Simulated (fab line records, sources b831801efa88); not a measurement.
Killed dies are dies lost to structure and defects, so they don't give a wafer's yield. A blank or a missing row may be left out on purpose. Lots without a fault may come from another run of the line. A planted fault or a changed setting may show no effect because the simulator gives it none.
fab line records | flow gf180mcu
record lots=5 wafers=15 last_day=34
route steps=602 shown SALICIDE@278 CONTACT@287
lots that met no fault: from a run of the same line without faults
start_h: hours from the record's first day to the start of the lot's first wafer shown | wait_h: hours since the lot's step before | " the same as in the row above | L1.1+2: a row that stands for several wafers | - no value, or no start given | * or withheld: withheld | < > ~ a bound
route shown NAME@n: a module of which the file shows steps, and the number in the route of the first | usual: mean/standard deviation of fault-free wafers | same: alike in all rows | chamber/n: place in a boat | sites: the reading at each site | _std_site: their standard deviation | _edge_site: outer sites' mean less inner sites' | radius_mm: how far each site lies from the wafer's centre | mask NAME#n: copy n | behind: the tool/chamber that last shaped the wafer | hold: why the lot was held/for how many hours/how that ended | device: the transistor (n, p or np) that didn't switch | end of line: the same wafers' tests at the end of the route | a step without rows: its recipe alone | killed: dies lost to structure and defects at the first sort, not the wafer's yield | map: a wafer's dies, x killed, . not, _ none there
set.NAME: the setting as run; set.NAME@STEP: as run at that earlier step | model.NAME: the simulator's own value behind a step, which no gauge read
lots at some steps of the route; a table a step, a row a wafer
services: from which hour (start_h, from the record's first day; less than 0 if before it) a tool's chamber was out of use, for how many hours, and why
## steps
# step GF_SALICIDE_CLEAN_00
# recipe chemistry=SC1/SC2 mix=1:4:20 temp_c=70 time_s=150
# columns lot.wafer tool chamber start_h wait_h
L074.2+3+5 wet_bench-03 1 340.49 0.1
L076.3+4+6 wet_bench-04 3 353.64 0.0
L082.1+5+6 wet_bench-03 1 403.13 0.1
L089.4+5+6 wet_bench-01 2 470.18 0.0
L095.1+5+6 wet_bench-03 0 524.09 0.1
# step GF_SALICIDE_WET_ETCH_01
# recipe chemistry=dHF target_depth_nm=5 dry=ipa_marangoni target=SiO2 temp_c=25 dilution=100:1 time_s=100
# columns lot.wafer tool chamber start_h wait_h
L074.2+3+5 wet_bench-04 3 340.54 0.0
L076.3+4+6 wet_bench-01 3 353.69 0.0
L082.1+5+6 wet_bench-04 2 403.18 0.0
L089.4+5+6 wet_bench-04 1 470.23 0.0
L095.1+5+6 wet_bench-01 2 524.14 0.0
# step GF_SALICIDE_SPUTTER_02
# recipe material=Co target_thk_nm=10 power_w=1000 time_s=20 chamber_pressure_pa=0.4
# usual throttle_valve_pct=30.0/0.98
# columns lot.wafer tool chamber start_h wait_h throttle_valve_pct
L074.2 pvd_sputter-02 - 340.58 0.0 31.5
L074.3 " - " " 29.4
L074.5 " - " " 29.3
L076.3 pvd_sputter-02 - 353.73 0.0 29.1
L076.4 " - " " 30.4
L076.6 " - " " 29.2
L082.1 pvd_sputter-02 - 403.22 0.0 29.1
L082.5 " - " " 30.4
L082.6 " - " " 29.0
L089.4 pvd_sputter-01 - 470.27 0.0 31.4
L089.5 " - " " 29.8
L089.6 " - " " 30.3
L095.1 pvd_sputter-01 - 524.18 0.0 31.0
L095.5 " - " " 28.4
L095.6 " - " " 31.2
# step GF_SALICIDE_SPUTTER_03
# recipe material=TiN target_thk_nm=20 power_w=6500 time_s=16.7 chamber_pressure_pa=0.4
# usual throttle_valve_pct=30.0/0.98
# columns lot.wafer tool chamber start_h wait_h throttle_valve_pct
L074.2 pvd_sputter-02 - 340.61 0.0 31.6
L074.3 " - " " 29.1
L074.5 " - " " 29.1
L076.3 pvd_sputter-02 - 353.76 0.0 29.1
L076.4 " - " " 30.1
L076.6 " - " " 29.3
L082.1 pvd_sputter-02 - 403.25 0.0 29.2
L082.5 " - " " 30.3
L082.6 " - " " 29.4
L089.4 pvd_sputter-01 - 470.29 0.0 31.0
L089.5 " - " " 29.6
L089.6 " - " " 30.1
L095.1 pvd_sputter-01 - 524.21 0.0 31.4
L095.5 " - " " 28.2
L095.6 " - " " 31.4
# step GF_SALICIDE_RS_MEAS_04
# recipe thk_meas_gauge=four-point-probe reads=TiN_of_SALICIDE_SPUTTER_03+Co_of_SALICIDE_SPUTTER_02
# usual SALICIDE_TIN_RS=16.4/0.38
# columns lot.wafer tool chamber start_h wait_h SALICIDE_TIN_RS[ohm/sq]
L074.2 film_metro-02 - 340.65 0.0 16.7
L074.3 " - " " 16.5
L074.5 " - " " 16.3
L076.3 film_metro-03 - 353.82 0.1 16.8
L076.4 " - " " 16.7
L076.6 " - " " 16.7
L082.1 film_metro-02 - 403.27 0.0 16.0
L082.5 " - " " 16.6
L082.6 " - " " 16.0
L089.4 film_metro-01 - 470.38 0.1 15.5
L089.5 " - " " 16.1
L089.6 " - " " 16.6
L095.1 film_metro-02 - 524.23 0.0 15.8
L095.5 " - " " 15.8
L095.6 " - " " 15.8
# step GF_SALICIDE_THK_MEAS_05
# recipe thk_meas_gauge=xrf reads=TiN_of_SALICIDE_SPUTTER_03
# usual SALICIDE_TIN_THK=20.0/0.35
# columns lot.wafer tool chamber start_h wait_h SALICIDE_TIN_THK[nm]
L074.2 film_metro-02 - 340.76 0.1 19.8
L074.3 " - " " 20.2
L074.5 " - " " 20.4
L076.3 film_metro-03 - 353.92 0.1 19.8
L076.4 " - " " 20.3
L076.6 " - " " 20.0
L082.1 film_metro-02 - 403.39 0.1 20.4
L082.5 " - " " 20.2
L082.6 " - " " 20.5
L089.4 film_metro-01 - 470.47 0.1 20.0
L089.5 " - " " 19.8
L089.6 " - " " 19.7
L095.1 film_metro-02 - 524.35 0.1 20.6
L095.5 " - " " 20.8
L095.6 " - " " 20.4
# step GF_SALICIDE_RTA_06
# recipe temp_c=530 time_s=30 ambient=N2
# usual lamp_power_pct=5.1/0.76 wafer_temp_C_max=532.3/0.47
# columns lot.wafer tool chamber start_h wait_h lamp_power_pct wafer_temp_C_max
L074.2 rtp_anneal-02 0 340.83 0.1 4.6 532.6
L074.3 " 0 " " 4.6 531.9
L074.5 " 0 " " 4.6 532.4
L076.3 rtp_anneal-02 0 354.00 0.1 4.6 532.5
L076.4 " 0 " " 4.6 532.3
L076.6 " 0 " " 4.6 532.9
L082.1 rtp_anneal-01 0 403.45 0.1 6.2 532.6
L082.5 " 0 " " 6.2 532.4
L082.6 " 0 " " 6.2 532.1
L089.4 rtp_anneal-02 0 470.55 0.1 4.6 532.6
L089.5 " 0 " " 4.6 531.5
L089.6 " 0 " " 4.6 531.9
L095.1 rtp_anneal-02 0 524.41 0.1 4.6 532.3
L095.5 " 0 " " 4.6 532.5
L095.6 " 0 " " 4.6 532.4
# step GF_SALICIDE_WET_ETCH_07
# recipe chemistry=SPM target_depth_nm=120 dry=n2_spin
# columns lot.wafer tool chamber start_h wait_h
L074.2+3+5 wet_bench-03 0 340.91 0.1
L076.3+4+6 wet_bench-04 1 354.06 0.1
L082.1+5+6 wet_bench-01 0 403.55 0.1
L089.4+5+6 wet_bench-01 3 470.60 0.0
L095.1+5+6 wet_bench-03 1 524.51 0.1
# step GF_SALICIDE_RTA_08
# recipe temp_c=800 time_s=30 ambient=N2
# usual lamp_power_pct=15.5/2.2 wafer_temp_C_max=803.4/0.73
# columns lot.wafer tool chamber start_h wait_h lamp_power_pct wafer_temp_C_max
L074.2 rtp_anneal-01 0 341.02 0.0 17.2 805.0
L074.3 " 0 " " 17.2 803.1
L074.5 " 0 " " 17.2 802.8
L076.3 rtp_anneal-01 0 354.19 0.0 17.2 802.4
L076.4 " 0 " " 17.2 803.5
L076.6 " 0 " " 17.2 803.3
L082.1 rtp_anneal-02 0 403.64 0.0 12.8 803.6
L082.5 " 0 " " 12.7 804.0
L082.6 " 0 " " 12.7 803.5
L089.4 rtp_anneal-02 0 470.74 0.1 12.7 803.8
L089.5 " 0 " " 12.7 805.2
L089.6 " 0 " " 12.7 804.4
L095.1 rtp_anneal-01 0 524.60 0.0 17.2 802.6
L095.5 " 0 " " 17.2 804.3
L095.6 " 0 " " 17.2 803.3
# step GF_CONTACT_CVD_00
# recipe material=SiO2 target_thk_nm=300 sigma_open_frac=0.3 temp_c=400 time_s=50 sih4_flow_sccm=60 pressure_mtorr=6
# columns lot.wafer tool chamber start_h wait_h
L074.2+3+5 hdpcvd-02 2,0,2 341.10 0.1
L076.3+4+6 hdpcvd-02 1,1,0 354.25 0.1
L082.1+5+6 hdpcvd-02 1,0,1 403.74 0.1
L089.4+5+6 hdpcvd-01 2,0,1 470.81 0.1
L095.1+5+6 hdpcvd-01 1,2,0 524.70 0.1
# step GF_CONTACT_THK_MEAS_01
# recipe reads=SiO2_of_CONTACT_CVD_00
# usual CONTACT_CVD_00_THK=299/4.1
# columns lot.wafer tool chamber start_h wait_h CONTACT_CVD_00_THK[nm]
L074.2 film_metro-03 - 341.16 0.0 291
L074.3 " - " " 302
L074.5 " - " " 293
L076.3 film_metro-01 - 354.32 0.0 299
L076.4 " - " " 298
L076.6 " - " " 301
L082.1 film_metro-01 - 403.79 0.0 297
L082.5 " - " " 303
L082.6 " - " " 303
L089.4 film_metro-03 - 470.87 0.0 296
L089.5 " - " " 296
L089.6 " - " " 297
L095.1 film_metro-03 - 524.75 0.0 299
L095.5 " - " " 299
L095.6 " - " " 300
# step GF_CONTACT_CVD_02
# recipe material=SiO2 target_thk_nm=860 precursor=TEOS temp_c=400 time_s=95.992 rf_w=600
# usual heater_power_w=633/83 rf_fwd_power_W=596.7/2
# columns lot.wafer tool chamber start_h wait_h heater_power_w rf_fwd_power_W since_wet_clean_h
L074.2 pecvd-01 1 341.21 0.0 654 594.0 805
L074.3 " 2 " " 715 600.7 805
L074.5 " 1 " " 539 595.4 -
L076.3 pecvd-02 0 354.36 0.0 585 593.5 596
L076.4 " 0 " " 597 594.7 -
L076.6 " 1 " " 678 595.1 -
L082.1 pecvd-01 0 403.85 0.1 706 592.6 21
L082.5 " 2 " " 734 600.5 -
L082.6 " 0 " " 556 593.5 -
L089.4 pecvd-02 1 470.93 0.1 757 599.3 -
L089.5 " 2 " " 647 601.6 -
L089.6 " 0 " " 550 597.8 -
L095.1 pecvd-03 0 524.81 0.1 580 594.4 558
L095.5 " 2 " " 630 598.6 -
L095.6 " 0 " " 482 592.9 -
# step GF_CONTACT_THK_MEAS_03
# recipe reads=SiO2_of_CONTACT_CVD_02
# usual CONTACT_CVD_02_THK=859/14
# columns lot.wafer tool chamber start_h wait_h CONTACT_CVD_02_THK[nm]
L074.2 film_metro-01 - 341.29 0.0 852
L074.3 " - " " 860
L074.5 " - " " 864
L076.3 film_metro-01 - 354.45 0.1 849
L076.4 " - " " 856
L076.6 " - " " 862
L082.1 film_metro-01 - 403.92 0.0 876
L082.5 " - " " 867
L082.6 " - " " 889
L089.4 film_metro-03 - 471.00 0.0 840
L089.5 " - " " 846
L089.6 " - " " 855
L095.1 film_metro-04 - 524.88 0.0 831
L095.5 " - " " 864
L095.6 " - " " 848
# step GF_CONTACT_CMP_04
# recipe material=SiO2 down_force_psi=4 platen_rpm=60 pad_velocity_m_s=0.94248
# usual motor_current_A=12.0/1.3 time_to_endpoint_s=108/7.6
# columns lot.wafer tool chamber start_h wait_h motor_current_A time_to_endpoint_s
L074.3 cmp-02 1 341.34 0.0 10.2 112
L074.2 " 2 " " 10.2 112
L074.5 " 2 " " 10.4 115
L076.3 cmp-02 0 354.59 0.1 13.7 105
L076.4 " 1 " " 10.4 99
L076.6 " 3 " " 12.1 101
L082.1 cmp-02 2 404.13 0.2 10.6 123
L082.6 " 3 " " 11.8 117
L082.5 " 0 " " 13.2 120
L089.4 cmp-02 2 471.13 0.1 10.5 107
L089.6 " 0 " " 14.4 114
L089.5 " 1 " " 10.6 98
L095.1 cmp-01 2 524.94 0.1 11.7 87
L095.6 " 2 " " 10.6 94
L095.5 " 3 " " 13.9 108
# step GF_CONTACT_BOW_MEAS_05
# recipe mode=bow
# usual CONTACT_BOW=65/7
# columns lot.wafer tool chamber start_h wait_h CONTACT_BOW[um]
L074.2 film_metro-04 - 341.66 0.2 74
L074.3 " - " " 77
L074.5 " - " " 70
L076.3 film_metro-01 - 354.83 0.2 81
L076.4 " - " " 57
L076.6 " - " " 71
L082.1 film_metro-01 - 404.28 0.1 58
L082.5 " - " " 51
L082.6 " - " " 57
L089.4 film_metro-04 - 471.39 0.2 86
L089.5 " - " " 67
L089.6 " - " " 65
L095.1 film_metro-04 - 525.24 0.2 56
L095.5 " - " " 62
L095.6 " - " " 62
# step GF_CONTACT_DEHYDRATE_06
# recipe temp_c=200 time_s=60
# usual chill_plate_temp_C=23.01/0.12 heater_power_total_W=160.38/0.13
# columns lot.wafer tool chamber start_h wait_h chill_plate_temp_C heater_power_total_W
L074.2 litho_track-01 0 352.20 10.5 22.92 160.46
L074.3 " 0 " " 22.77 160.37
L074.5 " 0 " " 22.96 160.46
L076.3 litho_track-04 0 364.63 9.8 23.05 160.37
L076.4 " 0 " " 23.20 160.38
L076.6 " 0 " " 23.13 160.52
L082.1 litho_track-04 0 415.78 11.5 23.01 160.21
L082.5 " 0 " " 23.02 160.19
L082.6 " 0 " " 22.89 160.31
L089.4 litho_track-04 0 482.80 11.4 23.03 160.27
L089.5 " 0 " " 23.07 160.25
L089.6 " 0 " " 23.00 160.63
L095.1 litho_track-04 0 535.93 10.7 23.00 160.31
L095.5 " 0 " " 22.90 160.62
L095.6 " 0 " " 22.87 160.60
# step GF_CONTACT_HMDS_07
# recipe prime_time_s=60 prime_temp_c=120
# usual chill_plate_temp_C=23.00/0.11
# columns lot.wafer tool chamber start_h wait_h chill_plate_temp_C
L074.2 litho_track-01 0 352.35 0.1 22.81
L074.3 " 0 " " 22.98
L074.5 " 0 " " 22.91
L076.3 litho_track-04 0 364.78 0.1 22.91
L076.4 " 0 " " 22.86
L076.6 " 0 " " 23.01
L082.1 litho_track-04 0 415.93 0.1 22.94
L082.5 " 0 " " 22.85
L082.6 " 0 " " 22.90
L089.4 litho_track-04 0 482.95 0.1 23.16
L089.5 " 0 " " 23.03
L089.6 " 0 " " 23.11
L095.1 litho_track-04 0 536.08 0.1 23.03
L095.5 " 0 " " 23.06
L095.6 " 0 " " 22.94
# step GF_CONTACT_COAT_08
# recipe resist=BARC temp_c=withheld time_s=withheld spin_rpm=withheld resist_thk_nm=withheld
# usual chill_plate_temp_C=*
# columns lot.wafer tool chamber start_h wait_h chill_plate_temp_C
L074.2 litho_track-01 0 352.50 0.1 *
L074.3 " 0 " " *
L074.5 " 0 " " *
L076.3 litho_track-04 0 364.93 0.1 *
L076.4 " 0 " " *
L076.6 " 0 " " *
L082.1 litho_track-04 0 416.08 0.1 *
L082.5 " 0 " " *
L082.6 " 0 " " *
L089.4 litho_track-04 0 483.10 0.1 *
L089.5 " 0 " " *
L089.6 " 0 " " *
L095.1 litho_track-04 0 536.23 0.1 *
L095.5 " 0 " " *
L095.6 " 0 " " *
# step GF_CONTACT_COAT_09
# recipe resist=KrF spin_rpm=withheld resist_thk_nm=1000
# usual chill_plate_temp_C=23.00/0.12
# columns lot.wafer tool chamber start_h wait_h chill_plate_temp_C
L074.2 litho_track-01 0 - - 23.28
L074.3 " 0 " " 23.24
L074.5 " 0 " " 23.21
L076.3 litho_track-04 0 - - 23.24
L076.4 " 0 " " 23.22
L076.6 " 0 " " 23.29
L082.1 litho_track-04 0 - - 23.11
L082.5 " 0 " " 23.03
L082.6 " 0 " " 22.91
L089.4 litho_track-04 0 - - 23.10
L089.5 " 0 " " 23.10
L089.6 " 0 " " 23.12
L095.1 litho_track-04 0 - - 22.83
L095.5 " 0 " " 22.93
L095.6 " 0 " " 22.98
# step GF_CONTACT_SOFTBAKE_10
# recipe temp_c=130 time_s=60 resist=KrF
# usual chill_plate_temp_C=22.98/0.1 heater_power_total_W=93.05/0.062
# columns lot.wafer tool chamber start_h wait_h chill_plate_temp_C heater_power_total_W
L074.2 litho_track-01 0 - - 23.18 93.06
L074.3 " 0 " " 22.95 93.20
L074.5 " 0 " " 22.85 92.95
L076.3 litho_track-04 0 - - 22.89 93.06
L076.4 " 0 " " 22.90 92.94
L076.6 " 0 " " 22.92 93.03
L082.1 litho_track-04 0 - - 22.97 93.10
L082.5 " 0 " " 22.84 92.94
L082.6 " 0 " " 22.95 93.02
L089.4 litho_track-04 0 - - 23.08 93.09
L089.5 " 0 " " 23.30 93.00
L089.6 " 0 " " 22.93 92.87
L095.1 litho_track-04 0 - - 23.04 92.95
L095.5 " 0 " " 23.04 92.94
L095.6 " 0 " " 23.00 93.06
# step GF_CONTACT_EXPOSE_11
# recipe mask_id=Contact target_cd_nm=220 na=0.68 source_shape=conventional sigma_outer=0.6 dose_mj=38
# usual stage_vel_mm_s=499.98/0.24
# columns lot.wafer tool chamber start_h wait_h mask stage_vel_mm_s
L074.2 krf_scanner-01 0 - - Contact#0 499.82
L074.3 " 0 " " Contact#0 499.75
L074.5 " 0 " " Contact#0 499.86
L076.3 krf_scanner-02 0 - - Contact#0 499.86
L076.4 " 0 " " Contact#0 500.05
L076.6 " 0 " " Contact#0 500.10
L082.1 krf_scanner-01 0 - - Contact#0 500.17
L082.5 " 0 " " Contact#0 499.92
L082.6 " 0 " " Contact#0 500.26
L089.4 krf_scanner-02 0 - - Contact#0 499.94
L089.5 " 0 " " Contact#0 499.80
L089.6 " 0 " " Contact#0 499.84
L095.1 krf_scanner-01 0 - - Contact#0 500.58
L095.5 " 0 " " Contact#0 500.10
L095.6 " 0 " " Contact#0 500.29
# step GF_CONTACT_PEB_12
# recipe peb_temp_c=135 peb_time_s=90 resist=KrF
# usual chill_plate_temp_C=23.02/0.1 heater_power_total_W=85.70/0.074
# columns lot.wafer tool chamber start_h wait_h chill_plate_temp_C heater_power_total_W
L074.2 litho_track-01 0 - - 23.16 85.75
L074.3 " 0 " " 23.05 85.63
L074.5 " 0 " " 23.17 85.65
L076.3 litho_track-02 0 - - 23.07 85.79
L076.4 " 0 " " 22.91 85.76
L076.6 " 0 " " 22.85 85.56
L082.1 litho_track-02 0 - - 23.25 85.81
L082.5 " 0 " " 23.09 85.74
L082.6 " 0 " " 23.06 85.64
L089.4 litho_track-01 0 - - 23.05 85.61
L089.5 " 0 " " 22.93 85.62
L089.6 " 0 " " 22.91 85.63
L095.1 litho_track-04 0 - - 22.88 85.85
L095.5 " 0 " " 22.95 85.73
L095.6 " 0 " " 22.82 85.80
# step GF_CONTACT_DEVELOP_13
# recipe develop_time_s=60 resist=KrF dev_temp_c=21
# usual chill_plate_temp_C=23.01/0.1
# columns lot.wafer tool chamber start_h wait_h chill_plate_temp_C
L074.2 litho_track-01 0 363.30 0.2 23.04
L074.3 " 0 " " 23.07
L074.5 " 0 " " 23.01
L076.3 litho_track-02 0 375.73 0.1 22.99
L076.4 " 0 " " 22.88
L076.6 " 0 " " 23.05
L082.1 litho_track-02 0 428.18 0.2 23.07
L082.5 " 0 " " 22.97
L082.6 " 0 " " 23.08
L089.4 litho_track-01 0 494.59 0.1 23.06
L089.5 " 0 " " 23.09
L089.6 " 0 " " 23.06
L095.1 litho_track-04 0 548.98 0.2 23.11
L095.5 " 0 " " 23.03
L095.6 " 0 " " 23.12
# step GF_CONTACT_CD_MEAS_14
# recipe target_cd_nm=220
# usual cd_nm=220.2/1.5
# columns lot.wafer tool chamber start_h wait_h cd_nm
L074.2 cd_sem-01 - 363.44 0.1 219.0
L074.3 " - " " 220.9
L074.5 " - " " 220.6
L076.3 cd_sem-02 - 375.87 0.1 220.0
L076.4 " - " " 220.5
L076.6 " - " " 220.0
L082.1 cd_sem-01 - 428.33 0.1 219.2
L082.5 " - " " 218.7
L082.6 " - " " 219.2
L089.4 cd_sem-01 - 494.73 0.1 222.3
L089.5 " - " " 222.1
L089.6 " - " " 221.8
L095.1 cd_sem-01 - 549.15 0.2 219.1
L095.5 " - " " 219.6
L095.6 " - " " 219.7
# step GF_CONTACT_OVL_MEAS_15
# usual CONTACT_OVL=0/4.8
# columns lot.wafer tool chamber start_h wait_h CONTACT_OVL[nm]
L074.2 overlay-01 - 363.55 0.1 2
L074.3 " - " " -2
L074.5 " - " " -7
L076.3 overlay-01 - 375.97 0.1 8
L076.4 " - " " 4
L076.6 " - " " 8
L082.1 overlay-02 - 428.45 0.1 -2
L082.5 " - " " 8
L082.6 " - " " -5
L089.4 overlay-02 - 494.81 0.1 7
L089.5 " - " " 11
L089.6 " - " " 1
L095.1 overlay-01 - 549.27 0.1 -3
L095.5 " - " " -1
L095.6 " - " " -4
# step GF_CONTACT_ETCH_16
# recipe chemistry=N2/H2 target_depth_a=withheld overetch_a=withheld time_s=withheld target=BARC ion_energy_ev=200 source_w=500 bias_w=100 pressure_mtorr=30 n2_flow_sccm=100 h2_flow_sccm=200
# usual drypump_motor_current_A=5.9/0.51 oes_product_au=0.855/0.0047 rf_fwd_power_W=494.2/2.2 throttle_valve_pct=13.225/0.0094
# columns lot.wafer tool chamber start_h wait_h drypump_motor_current_A oes_product_au rf_fwd_power_W throttle_valve_pct
L074.2 rie_diel-02 0 363.58 0.0 6.4 0.848 495.1 13.216
L074.3 " 3 " " 6.0 0.842 493.8 13.236
L074.5 " 2 " " 5.3 0.866 491.5 13.219
L076.3 rie_diel-01 0 375.99 0.0 6.7 0.859 491.7 13.210
L076.4 " 2 " " 5.8 0.848 490.4 13.217
L076.6 " 3 " " 6.2 0.849 497.6 13.244
L082.1 rie_diel-03 2 428.49 0.0 5.2 0.853 494.2 13.204
L082.5 " 1 " " 5.6 0.859 497.7 13.218
L082.6 " 0 " " 6.3 0.862 492.8 13.238
L089.4 rie_diel-03 1 494.82 0.0 5.7 0.848 496.3 13.234
L089.5 " 3 " " 6.0 0.855 496.3 13.232
L089.6 " 2 " " 5.2 0.859 492.6 13.235
L095.1 rie_diel-01 3 549.31 0.0 6.2 0.855 493.5 13.209
L095.5 " 2 " " 5.8 0.866 491.3 13.245
L095.6 " 3 " " 6.2 0.857 494.4 13.222
# step GF_CONTACT_ETCH_17
# recipe chemistry=C4F8/O2/Ar mask_material=KrF target=SiO2 stop_on=CoSi2 source_w=1500 bias_w=1200 pressure_mtorr=40 c4f8_flow_sccm=withheld O2_flow_sccm=6 Ar_flow_sccm=300 time_s=withheld target_depth_a=8600
# usual oes_product_au=0.814/0.0047 rf_fwd_power_W=1494/4.5
# columns lot.wafer tool chamber start_h wait_h oes_product_au rf_fwd_power_W
L074.2 rie_diel-02 0 - - 0.811 1495
L074.3 " 3 " " 0.820 1502
L074.5 " 2 " " 0.806 1493
L076.3 rie_diel-01 0 - - 0.806 1484
L076.4 " 2 " " 0.816 1493
L076.6 " 3 " " 0.815 1487
L082.1 rie_diel-03 2 - - 0.813 1497
L082.5 " 1 " " 0.809 1494
L082.6 " 0 " " 0.819 1497
L089.4 rie_diel-03 1 - - 0.807 1504
L089.5 " 3 " " 0.809 1498
L089.6 " 2 " " 0.814 1497
L095.1 rie_diel-01 3 - - 0.803 1494
L095.5 " 2 " " 0.807 1500
L095.6 " 3 " " 0.823 1495
# step GF_CONTACT_STRIP_18
# recipe chemistry=O2/N2 power_w=1400 pressure_mtorr=1500 platen_temp_c=250 o2_flow_sccm=3000 n2_flow_sccm=300 overash_fraction=0.5
# usual drypump_motor_current_A=5.8/0.35 heater_power_w=308/42 oes_product_au=0.580/0.0049
# columns lot.wafer tool chamber start_h wait_h drypump_motor_current_A heater_power_w oes_product_au rf_hours_counter_h
L074.2 plasma_asher-03 1 363.74 - 6.0 315 0.583 24
L074.3 " 0 " " 5.2 351 0.581 -
L074.5 " 1 " " 6.0 301 0.575 -
L076.3 plasma_asher-01 0 376.19 - 5.9 330 0.579 -
L076.4 " 1 " " 5.6 356 0.585 -
L076.6 " 0 " " 5.9 326 0.576 -
L082.1 plasma_asher-01 1 428.65 - 5.6 363 0.576 65
L082.5 " 0 " " 6.0 323 0.577 -
L082.6 " 1 " " 5.6 371 0.579 -
L089.4 plasma_asher-04 1 495.02 - 5.7 317 0.577 -
L089.5 " 0 " " 6.2 241 0.577 -
L089.6 " 1 " " 5.7 321 0.577 -
L095.1 plasma_asher-03 0 549.47 - 5.2 356 0.585 42
L095.5 " 0 " " 5.2 358 0.576 -
L095.6 " 1 " " 6.0 290 0.577 -
# step GF_CONTACT_CLEAN_19
# recipe chemistry=SPM
# columns lot.wafer tool chamber start_h wait_h
L074.2+3+5 wet_bench-01 1 363.84 0.1
L076.3+4+6 wet_bench-01 1 376.25 0.0
L082.1+5+6 wet_bench-01 3 428.75 0.1
L089.4+5+6 wet_bench-02 2 495.09 0.0
L095.1+5+6 wet_bench-02 3 549.57 0.1
# step GF_CONTACT_CLEAN_20
# recipe chemistry=DIW
# columns lot.wafer tool chamber start_h wait_h
L074.2+3+5 wet_bench-01 2 363.93 0.0
L076.3+4+6 wet_bench-03 2 376.35 0.0
L082.1+5+6 wet_bench-02 0 428.84 0.0
L089.4+5+6 wet_bench-01 0 495.18 0.0
L095.1+5+6 wet_bench-02 2 549.66 0.0
# step GF_CONTACT_CLEAN_21
# recipe chemistry=dHF time_s=20 dilution=100:1 dry=ipa_marangoni
# columns lot.wafer tool chamber start_h wait_h
L074.2+3+5 wet_bench-01 1 364.02 0.0
L076.3+4+6 wet_bench-03 1 376.44 0.0
L082.1+5+6 wet_bench-03 2 428.94 0.0
L089.4+5+6 wet_bench-03 3 495.27 0.0
L095.1+5+6 wet_bench-02 0 549.75 0.0
# step GF_CONTACT_SPUTTER_22
# recipe material=Ti target_thk_nm=15 chamber_pressure_pa=5 power_w=2500 substrate_temp_c=200 time_s=80.02
# usual throttle_valve_pct=30.2/0.82
# columns lot.wafer tool chamber start_h wait_h throttle_valve_pct
L074.2 pvd_sputter-04 - 364.04 0.0 30.9
L074.3 " - " " 29.1
L074.5 " - " " 30.5
L076.3 pvd_sputter-03 - 376.46 0.0 30.6
L076.4 " - " " 29.7
L076.6 " - " " 30.9
L082.1 pvd_sputter-02 - 428.95 0.0 30.4
L082.5 " - " " 30.3
L082.6 " - " " 29.4
L089.4 pvd_sputter-02 - 495.29 0.0 29.2
L089.5 " - " " 30.4
L089.6 " - " " 29.1
L095.1 pvd_sputter-03 - 549.77 0.0 30.7
L095.5 " - " " 29.6
L095.6 " - " " 29.6
# step GF_CONTACT_SPUTTER_23
# recipe material=TiN target_thk_nm=10 chamber_pressure_pa=5 power_w=4000 time_s=40
# usual throttle_valve_pct=30.2/0.81
# columns lot.wafer tool chamber start_h wait_h throttle_valve_pct
L074.2 pvd_sputter-04 - 364.10 0.0 30.4
L074.3 " - " " 29.3
L074.5 " - " " 30.6
L076.3 pvd_sputter-03 - 376.52 0.0 30.4
L076.4 " - " " 29.8
L076.6 " - " " 30.9
L082.1 pvd_sputter-02 - 429.01 0.0 30.5
L082.5 " - " " 30.3
L082.6 " - " " 28.7
L089.4 pvd_sputter-02 - 495.35 0.0 28.9
L089.5 " - " " 30.4
L089.6 " - " " 29.3
L095.1 pvd_sputter-03 - 549.83 0.0 31.1
L095.5 " - " " 29.4
L095.6 " - " " 29.5
# step GF_CONTACT_CVD_24
# recipe material=W target_thk_nm=300 time_s=90.339 temp_c=400 pressure_torr=40
# usual heater_power_w=796/95
# columns lot.wafer tool chamber start_h wait_h heater_power_w since_wet_clean_h
L074.2 cvd_w-01 1 364.14 0.0 789 460
L074.3 " 0 " " 890 -
L074.5 " 0 " " 882 -
L076.3 cvd_w-02 0 376.59 0.1 845 -
L076.4 " 1 " " 698 -
L076.6 " 0 " " 837 -
L082.1 cvd_w-02 0 429.05 0.0 812 25
L082.5 " 1 " " 661 -
L082.6 " 0 " " 792 -
L089.4 cvd_w-02 1 495.49 0.1 660 -
L089.5 " 1 " " 656 -
L089.6 " 1 " " 664 -
L095.1 cvd_w-02 1 549.87 0.0 630 146
L095.5 " 1 " " 642 -
L095.6 " 1 " " 665 -
# step GF_CONTACT_RS_MEAS_25
# recipe thk_meas_gauge=four-point-probe reads=W_of_CONTACT_CVD_24+TiN_of_CONTACT_SPUTTER_23+Ti_of_CONTACT_SPUTTER_22
# usual CONTACT_W_RS=0.379/0.009
# columns lot.wafer tool chamber start_h wait_h CONTACT_W_RS[ohm/sq]
L074.2 film_metro-03 - 364.26 0.1 0.365
L074.3 " - " " 0.376
L074.5 " - " " 0.381
L076.3 film_metro-01 - 376.70 0.1 0.376
L076.4 " - " " 0.384
L076.6 " - " " 0.377
L082.1 film_metro-04 - 429.15 0.1 0.393
L082.5 " - " " 0.397
L082.6 " - " " 0.386
L089.4 film_metro-01 - 495.65 0.1 0.389
L089.5 " - " " 0.393
L089.6 " - " " 0.392
L095.1 film_metro-03 - 550.07 0.2 0.381
L095.5 " - " " 0.384
L095.6 " - " " 0.389
# step GF_CONTACT_THK_MEAS_26
# recipe thk_meas_gauge=xrf reads=W_of_CONTACT_CVD_24
# usual CONTACT_W_THK=307/8.1
# columns lot.wafer tool chamber start_h wait_h CONTACT_W_THK[nm]
L074.2 film_metro-03 - 364.37 0.1 322
L074.3 " - " " 311
L074.5 " - " " 308
L076.3 film_metro-01 - 376.80 0.1 309
L076.4 " - " " 301
L076.6 " - " " 305
L082.1 film_metro-04 - 429.27 0.1 296
L082.5 " - " " 295
L082.6 " - " " 303
L089.4 film_metro-01 - 495.74 0.1 296
L089.5 " - " " 295
L089.6 " - " " 295
L095.1 film_metro-03 - 550.19 0.1 306
L095.5 " - " " 304
L095.6 " - " " 300
## services
# columns tool chamber start_h hours kind
pvd_sputter-01 - 318.17 1.7 repair
cvd_w-02 - 320.30 6.9 pm
rie_diel-03 0 323.99 10.0 repair
rie_diel-03 3 340.91 27.9 repair
rie_diel-03 2 363.46 4.0 repair
cmp-02 - 366.50 1.8 repair
cmp-02 - 371.28 1.8 repair
rie_diel-01 1 384.30 4.4 repair
cmp-02 - 388.35 2.3 repair
rie_diel-01 - 389.11 0.7 repair
cvd_w-02 - 390.00 14.0 pm
pvd_sputter-02 - 391.91 7.3 repair
rie_diel-01 2 403.86 1.7 repair
wet_bench-02 - 409.35 4.4 pm
rie_diel-03 - 443.33 2.8 pm
rie_diel-03 0 448.55 8.7 repair
rie_diel-01 1 461.22 2.5 repair
rie_diel-03 - 462.30 1.1 repair
cvd_w-02 0 468.72 103.0 repair
cmp-02 - 471.38 0.7 repair
rie_diel-01 3 482.41 9.5 repair
rie_diel-03 0 501.77 1.8 repair
pvd_sputter-03 - 504.02 0.9 repair
rtp_anneal-02 - 548.16 4.3 pm
## key
fault none
